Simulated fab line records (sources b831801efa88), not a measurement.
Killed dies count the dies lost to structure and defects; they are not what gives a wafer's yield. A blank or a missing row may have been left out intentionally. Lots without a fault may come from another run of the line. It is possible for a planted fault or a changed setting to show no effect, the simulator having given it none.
Chamber matching | flow gf180mcu | cmp-02 running GF_V2_CMP_26: 4 sister chambers
The step polishes, stops on SiO2, t overpolish 15 s, target thk 0 nm. 14 wafers are shown with their chamber, then 7 later ones without.

## WAFERS WITH THEIR CHAMBER
wafer  | chamber | motor current A (A) | time to endpoint s (s) | overpolish run s (s)
L964.3 | 2       | 11.8                | 79.4                   | 14.991
L964.5 | 2       | 12.3                | 80.3                   | 15.012
L964.6 | 3       | 12.9                | 81.1                   | 15.012
L970.1 | 3       | 13.3                | 82.2                   | 14.989
L970.3 | 0       | 9.9                 | 82.8                   | 14.990
L970.6 | 1       | 10.5                | 80.4                   | 14.991
L971.2 | 3       | 13.1                | 81.7                   | 15.014
L971.3 | 1       | 10.6                | 80.7                   | 14.998
L971.5 | 3       | 13.5                | 81.7                   | 15.011
L972.1 | 3       | 13.1                | 80.8                   | 15.007
L972.4 | 2       | 11.7                | 80.1                   | 15.004
L972.5 | 2       | 12.3                | 78.9                   | 14.995
L974.1 | 2       | 11.9                | 78.4                   | 15.004
L974.4 | 3       | 13.7                | 80.5                   | 14.997

SIGNATURES (means of the wafers above)
reading            | chamber 0 | chamber 1 | chamber 2 | chamber 3 | scatter within a chamber
motor current A    | 9.900     | 10.550    | 12.000    | 13.267    | 0.275
time to endpoint s | 82.800    | 80.550    | 79.420    | 81.333    | 0.682
overpolish run s   | 14.99000  | 14.99450  | 15.00120  | 15.00500  | 0.00888
Rule: for a wafer and a chamber, the distance is found by dividing, reading by reading, the gap between the wafer's reading and the chamber's mean by the reading's scatter, squaring, summing and taking the root. The wafer belongs to the nearest chamber; if the next one is less than 2 further off, it can't be placed. The scatter is the square root of a quotient: the sum, over the shown wafers, of each reading's squared deviation from its chamber's mean, divided by wafers minus chambers.

## WAFERS WHOSE CHAMBER IS MISSING
wafer  | motor current A (A) | time to endpoint s (s) | overpolish run s (s)
L974.5 | 11.6                | 75.8                   | 15.008
L976.3 | 11.8                | 77.6                   | 14.995
L976.4 | 13.3                | 81.8                   | 15.006
L976.5 | 13.5                | 86.2                   | 15.004
L978.1 | 10.7                | 80.9                   | 15.005
L978.2 | 13.4                | 80.4                   | 14.983
L978.6 | 14.2                | 79.0                   | 15.004

## WHICH CHAMBER EACH WENT THROUGH
wafer  | from the rows above | in truth
L974.5 | 2                   | 2
L976.3 | 2                   | 2
L976.4 | 3                   | 3
L976.5 | 3                   | 3
L978.1 | 1                   | 1
L978.2 | 3                   | 3
L978.6 | 3                   | 3
7 of 7 placed correctly. Left unplaced by these rows: 0. Number placed wrongly: 0.
